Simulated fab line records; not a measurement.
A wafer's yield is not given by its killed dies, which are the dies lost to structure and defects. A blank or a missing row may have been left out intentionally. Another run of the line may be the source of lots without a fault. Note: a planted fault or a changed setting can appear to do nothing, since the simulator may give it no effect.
A struck lot beside a sound one | flow gf180mcu | 16 steps out of a route of 602
Sound: wafers L325.1, L325.5, L325.6. Wafers L333.1, L333.3, L333.4 were the ones struck. Last of all comes the cause.
Each step with rows lists, per side, the tool, then ch with its chambers, then its first start. Under that, the readings that differ: sound wafers | struck wafers | difference of the means | sigmas: that difference in standard deviations of wafers without a fault.
alike: a reading whose means differ by less than 2 such deviations, as well as words and numbers matching on both sides. not compared: withheld readings; readings where some wafer has no value; bounds like >300 that might hide an equal value; numbers whose values overlap and for which the record gives no deviation.
Wherever a step has rows on one side only, a row that says differs or no value, or a row with sigmas, the two part there. Numbers that don't overlap but have no deviation are shown without sigmas and don't part them. A reading that every wafer of one side lacks parts them only if that side has two wafers or more.

GF_V3_CMP_04: polishes SiO2.
  sound on cmp-02 ch 1,2,3, day 25 02:47; struck on cmp-01 ch 1,2,3, day 27 12:56
  alike: edgeZonePressureFrac, motorCurrentA, timeToEndpointS
GF_V3_BOW_MEAS_05:
  sound: filmMetro-03 at day 25 02:56; struck: filmMetro-02 at day 27 13:14
  alike: V3_BOW
then, 8 steps without rows for these wafers: GF_V3_DEHYDRATE_06 (time 60 s); GF_V3_HMDS_07 (prime time 60 s); GF_V3_COAT_08; GF_V3_COAT_09 (resist thk 1000 nm); GF_V3_SOFTBAKE_10 (time 57 s); GF_V3_EXPOSE_11 (exposes mask Via3, target cd 260 nm); GF_V3_PEB_12 (peb time 90 s); GF_V3_DEVELOP_13 (develop time 60 s).
GF_V3_CD_MEAS_14 targets a cd of 260 nm.
  sound: cdSem-01 at day 25 23:25; struck: cdSem-02 at day 28 09:19
  alike: cdNm
GF_V3_OVL_MEAS_15:
  sound: overlay-02 at day 25 23:32; struck: overlay-02 at day 28 09:26
  alike: V3_OVL
GF_V3_ETCH_16: etches BARC in N2/H2.
  sound on rieDiel-01 ch 0,3, day 25 23:34; struck on rieDiel-02 ch 0,1,3, day 28 09:28
  no value came back on the struck wafers for any of 6 readings (biasW (W), chamberPressureMTorr (mTorr) and others); on the sound wafers biasW (W) reads 100.2 99.5 99.3
GF_V3_ETCH_17: etches SiO2 in C4F8/O2/Ar, stops on TiN, target depth 635 nm.
  sound: rieDiel-01 ch 0,3; struck: rieDiel-02 ch 0,1,3
reading             | sound             | struck            | difference | sigmas
oesProductAu (a.u.) | 0.854 0.859 0.872 | 0.380 0.374 0.374 | -0.486     | -99 or more
  alike: biasW, chamberPressureMTorr
GF_V3_STRIP_18: strips in O2/N2.
  sound on plasmaAsher-04 ch 0,1, day 25 23:41; struck on plasmaAsher-02 ch 0,1, day 28 09:36
reading             | sound             | struck            | difference | sigmas
oesProductAu (a.u.) | 0.589 0.593 0.603 | 0.610 0.606 0.609 | +0.013     | +3
  alike: drypumpMotorCurrentA, heaterPowerW, platenTempC
  not compared: rfHoursCounterH
then, 1 step without rows for these wafers: GF_V3_STRIP_19 (strips in post etch residue remover, time 1200 s).

## WHERE THEY PART
First at GF_V3_ETCH_16; last, within this record, at GF_V3_STRIP_18.

WHY: what had been put in by the simulator
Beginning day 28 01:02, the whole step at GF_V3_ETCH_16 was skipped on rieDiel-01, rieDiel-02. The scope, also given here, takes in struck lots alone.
